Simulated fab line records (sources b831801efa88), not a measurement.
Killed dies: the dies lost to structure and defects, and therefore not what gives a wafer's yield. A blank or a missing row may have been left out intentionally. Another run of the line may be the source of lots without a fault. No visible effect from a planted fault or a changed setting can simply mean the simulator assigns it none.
What tool caused it? | flow sky130 | 13 lots with 39 wafers sampled at 2 steps, on a route of 708 steps

## WHAT THE GAUGES READ, wafer by wafer
SKY_PWDE_TW_MEAS_10.
lot  | measured    | on            | PWDE_TW
L728 | day 3 22:50 | film_metro-04 | 378 378 378
L729 | day 4 07:11 | film_metro-03 | 370 369 370
L730 | day 4 10:44 | film_metro-01 | 365 367 368
L731 | day 4 15:49 | film_metro-03 | 371 370 370
L732 | day 5 01:17 | film_metro-03 | 371 371 371
L733 | day 5 10:54 | film_metro-01 | 368 369 367
L735 | day 5 19:58 | film_metro-01 | 366 365 364
L737 | day 6 03:48 | film_metro-03 | 371 372 370
L738 | day 6 08:32 | film_metro-04 | 375 375 375
L739 | day 6 11:25 | film_metro-01 | 367 367 365
L741 | day 7 05:31 | film_metro-01 | 363 363 364
L750 | day 9 15:55 | film_metro-01 | 366 368 368
L749 | day 9 16:39 | film_metro-03 | 372 371 372

SKY_NWELL_OVL_MEAS_23.
lot  | measured     | on         | NWELL_01_OVL (nm)
L728 | day 5 09:03  | overlay-01 | -2.7 -3.0 -2.2
L729 | day 5 18:45  | overlay-02 | -1.1 -2.0 -2.8
L730 | day 5 21:50  | overlay-02 | -3.0 -1.8 -2.5
L731 | day 6 02:41  | overlay-02 | -1.9 0.7 0.5
L732 | day 6 12:22  | overlay-01 | -0.7 -2.6 -2.3
L733 | day 6 19:50  | overlay-01 | -0.3 -0.4 0.4
L735 | day 7 07:11  | overlay-01 | -0.4 -1.9 0.3
L737 | day 7 17:01  | overlay-02 | -1.0 -4.0 -1.2
L738 | day 7 22:10  | overlay-01 | -3.1 -0.6 -2.2
L739 | day 8 00:47  | overlay-01 | -0.3 -1.5 -2.0
L741 | day 8 20:26  | overlay-01 | 0.9 0.4 1.1
L750 | day 11 12:10 | overlay-01 | 0.9 -1.7 -0.3
L749 | day 11 14:43 | overlay-01 | 0.2 -0.8 -1.5

## EACH LOT AND THE TOOL THAT RAN IT (in order: tool; ch and the chambers of the sampled wafers; start)
The record shows no process step preceding these readings.

## WHAT THE TOOLS THEMSELVES READ (means of the sampled wafers that have a number; where no wafer has one, the mark that the record gives instead)
The record holds no such reading with a usual standard deviation.

## THE ANSWER, worked out from the rows above alone
Rule: usual is defined by the lots themselves. Put in order of their means at a reading, lots are off if they are a third of the lots or fewer, leave a main group of 4 or more, and stand apart from it by a gap of 3 or more times the standard deviation of the main group's means; of several such gaps the widest counts. Not used: any main group whose means are identical at the precision the tables above print for the reading. A lot without any number at a reading at which 4 lots or more have one is off too. Any other lot the step has rows for is counted as sound. First the gauges in route order, then the tools' own readings, where a lot's mean is used as printed above. The first step at which some lot is off is used, and at that step the reading that is off furthest; a lot without a number counts as furthest.
No lot is off on any of the readings shown, so nothing can be concluded from this.

## WHAT WAS PUT IN BY THE SIMULATOR
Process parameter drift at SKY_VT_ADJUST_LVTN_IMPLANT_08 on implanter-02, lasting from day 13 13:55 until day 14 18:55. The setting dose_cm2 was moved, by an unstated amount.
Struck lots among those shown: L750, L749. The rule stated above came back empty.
